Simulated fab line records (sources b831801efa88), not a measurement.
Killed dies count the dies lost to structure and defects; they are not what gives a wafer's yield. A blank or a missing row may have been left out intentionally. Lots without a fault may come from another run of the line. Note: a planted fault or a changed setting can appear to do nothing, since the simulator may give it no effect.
Struck lot and sound lot, side by side + flow sfqLine + 15 out of 325 route steps
Sound: the wafers L711.1, L711.2, L711.3. Struck: wafer L722.2 (L722.3, L722.5, from the same lot, were not struck and are left out); the cause is given at the end.
Each step with rows lists, per side, the tool, then ch with its chambers, then its first start. Under that, the readings that differ: sound wafers + struck wafers + difference of the means + sigmas: that difference in standard deviations of wafers without a fault.
alike: readings whose means differ by less than 2 such deviations, and words and numbers that are the same on both sides. not compared: withheld readings, readings that some wafer has no value for, bounds like >300 that may hide the same value, and numbers for which the record gives no deviation and whose values overlap.
Wherever a step has rows on one side only, a row that says differs or no value, or a row with sigmas, the two part there. Numbers that don't overlap but have no deviation are shown without sigmas and don't part them. A reading that every wafer of one side lacks parts them only if that side has two wafers or more.

first, 1 step without rows for these wafers: SFQ_TRILAYER_M2_STRIP_SOLV_CLEAN_062 (cleans in NMP, time 600 s).
SFQ_TRILAYER_I2_DEP_PECVD_063: deposits SiO2 from SiH4/N2O, time 111.11 s, target thk 500 nm.
  sound on pecvd-04 ch 0,1,2, day 24 09:54; struck on pecvd-02 ch 2, day 34 18:38
  alike: heaterPowerW, throttleValvePct
SFQ_TRILAYER_I2_CMP_CMP_064: polishes SiO2.
  sound on cmp-02 ch 0,2,3, day 24 20:53; struck on cmp-01 ch 1, day 36 02:17
  alike: motorCurrentA, timeToEndpointS
SFQ_I2_BOW_MEAS_917:
  struck on filmMetro-03, day 36 03:49; sound on filmMetro-03, day 24 23:53
  alike: I2_BOW
SFQ_TRILAYER_I2_METRO_MEASURE_065:
  struck on filmMetro-03, day 36 04:07; sound on filmMetro-03, day 25 00:00
  alike: thkNm
then, 6 steps without rows for these wafers: SFQ_TRILAYER_I2_VIA_LITHO_COAT_072 (resist thk 62 nm); SFQ_TRILAYER_I2_VIA_LITHO_COAT_067 (resist thk 650 nm); SFQ_TRILAYER_I2_VIA_LITHO_SOFTBAKE_071; SFQ_TRILAYER_I2_VIA_LITHO_EXPOSE_068 (exposes mask I2, target cd 500 nm); SFQ_TRILAYER_I2_VIA_LITHO_PEB_070 (peb time 60 s); SFQ_TRILAYER_I2_VIA_LITHO_DEVELOP_069 (time 60 s).
-- the record jumps here: 5 days lie between the struck wafers' starts before and after --
SFQ_I2_OVL_MEAS_918:
  struck on overlay-01, day 41 06:01; sound on overlay-02, day 25 19:59
  alike: I2_OVL
SFQ_TRILAYER_I2_VIA_BARC_OPEN_VIA_ETCH_096: etches BARC in O2, target depth 125 nm, time 41.7 s.
  sound on rieDiel-01 ch 0,1,3, day 25 20:01; struck on rieDiel-02 ch 3, day 41 06:02
| reading                                                | sound             | struck | difference | sigmas |
|--------------------------------------------------------|-------------------|--------|------------|--------|
| oesProductAu (a.u.)                                    | 0.683 0.683 0.677 | 0.650  | -0.031     | -7     |
| runLengthS (s)                                         | 69.7 69.3 70.1    | 74.3   | +4.6       | +13    |
| model.KrF_of_TRILAYER_I2_VIA_LITHO_COAT_067.thkNm (nm) | 570.7 571.6 574.8 | 567.6  | -4.8       |        |
  alike: biasW, drypumpMotorCurrentA
  not compared: rfHoursCounterH
SFQ_TRILAYER_I2_VIA_ETCH_VIA_ETCH_070: etches SiO2 in CHF3, stops on Nb, target depth 260 nm.
  sound on rieDiel-01 ch 0,1,3, day 25 20:03; struck on rieDiel-02 ch 3, day 41 06:05
| reading                                                | sound             | struck | difference | sigmas |
|--------------------------------------------------------|-------------------|--------|------------|--------|
| biasW (W)                                              | 79.99 79.63 79.50 | 80.24  | +0.53      | +2     |
| model.KrF_of_TRILAYER_I2_VIA_LITHO_COAT_067.thkNm (nm) | 524.6 527 530.9   | 523    | -4         |        |
  alike: drypumpMotorCurrentA, oesProductAu
SFQ_TRILAYER_I2_VIA_STRIP_STRIP_071: strips in O2.
  sound on rieMetal-02 ch 0,1, day 25 20:10; struck on rieMetal-02 ch 0, day 41 06:12
  alike: drypumpMotorCurrentA, oesProductAu
  not compared: rfHoursCounterH

## WHERE THEY PART
First at SFQ_TRILAYER_I2_VIA_BARC_OPEN_VIA_ETCH_096; last, within this record, at SFQ_TRILAYER_I2_VIA_ETCH_VIA_ETCH_070. Later steps at which nothing parts them and some readings are alike: SFQ_TRILAYER_I2_VIA_STRIP_STRIP_071.

WHY: what had been put in by the simulator
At SFQ_TRILAYER_I2_VIA_BARC_OPEN_VIA_ETCH_096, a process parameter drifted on rieDiel-02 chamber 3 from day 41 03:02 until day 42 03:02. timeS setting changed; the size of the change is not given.
